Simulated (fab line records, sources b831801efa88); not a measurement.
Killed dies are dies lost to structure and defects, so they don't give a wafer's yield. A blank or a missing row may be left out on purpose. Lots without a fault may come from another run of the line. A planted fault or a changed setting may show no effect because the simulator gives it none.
Problem report in the 8D (eight disciplines) form, filled by code | flow gf180mcu | the parts of the form that need people (team, actions taken, sign-off) are left out

1. THE PROBLEM
NSD_RS at GF_PSD_RS_MEAS_14 reads a mean of 47.67 ohm/sq on 6 wafers of 2 lots; wafers without a fault read 45.99 ohm/sq with a standard deviation of 0.07. That is +24 standard deviations from the usual mean.
The step: measures by four-point-probe.
First seen on wafer L584.1, day 18 11:47, on film_metro-01. The record holds 33 wafers of 11 lots with a number at this step. Rule for "out", or "out of limits": more than 4 standard deviations from the usual mean. The other wafers with a number count as sound.

2. WHAT IT IS AND WHAT IT IS NOT
question                    | is                           | is not
which readings at this step | NSD_RS                       | -
which lots                  | L584, L586                   | L574, L575, L578, L579, L593, L594, L595, L596, L597
which wafers of those lots  | all that have a number       | -
read on which gauges        | film_metro-01, film_metro-03 | film_metro-04
when                        | from day 18 11:47            | up to then (12 sound wafers); but 15 sound wafers of L593, L594, L595, L596, L597 came after

3. SUSPECTS, AND WHAT RULES EACH OUT
Counting: a tool at a process step up to the reading stays a suspect if it ran every lot that is out and no sound lot after the first of them.
- the gauge at GF_PSD_RS_MEAS_14: ruled out. The wafers that are out were read on 2 gauges (film_metro-01, film_metro-03).
- rie_si-02 at GF_POLY_GATE_ETCH_13 (etches poly-Si in HBr/Cl2, stops on SiO2, target depth 198.5 nm, time 69.6 s): ruled out as a lasting fault. Sound lots L594, L593, L597 ran on it after its first lot that is out, L584 (day 12 15:56).
- implanter-03 at GF_NSD_IMPLANT_10: kept. It ran every lot that is out, first L584 (day 17 11:35), and no sound lot after that; its last sound lot up to then is L578 (day 14 13:50). Its own readings are out on those wafers: dose_ions_cm2, faraday_current_uA.
Left after counting: implanter-03 at GF_NSD_IMPLANT_10.

4. THE CAUSE (what the simulator had put in)
Process parameter drift: implanter-03, from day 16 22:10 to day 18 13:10, at GF_NSD_IMPLANT_10. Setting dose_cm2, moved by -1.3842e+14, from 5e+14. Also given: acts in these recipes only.
Counting left only this tool.

5. THE CHAIN OF EFFECTS, in route order
Each row: a reading whose mean over the struck wafers that have a number lies more than 3 standard deviations from the usual. Only readings for which the record gives a usual standard deviation are gone through. hours: the time from each lot's start at the first step in this table that gives one to its start at this step, as a median over the lots. sigmas: the change in usual standard deviations.
hours | step              | reading                  | usual        | on struck wafers | change | sigmas
0     | GF_NSD_IMPLANT_10 | dose_ions_cm2            | 5e+14        | 4e+14            | -1e+14 | -99 or more
0     | GF_NSD_IMPLANT_10 | faraday_current_uA       | 2787         | 2016             | -771   | -15
0     | GF_NSD_STRIP_11   | strip_time_to_endpoint_s | 22.98 s      | 22.87            | -0.11  | -3.6
24    | GF_PSD_RS_MEAS_14 | NSD_RS                   | 45.99 ohm/sq | 47.67            | +1.68  | +24
The process steps in it:
- GF_NSD_IMPLANT_10
- GF_NSD_STRIP_11: strips in O2/N2.

6. WHAT WOULD HAVE CAUGHT IT SOONER
In this record the first reading out of limits at a measuring or inspecting step was taken at day 18 11:47, 38 hours after the fault began at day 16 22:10.
The tool's own readings at GF_NSD_IMPLANT_10 were out on every struck wafer that the step has a row for (dose_ions_cm2, faraday_current_uA): an alarm limit on them would have fired on the first of those.
All the lots that are out (2) had begun GF_NSD_IMPLANT_10 on implanter-03 by day 18 11:47. A hold on the tool at that time would have spared none of them.
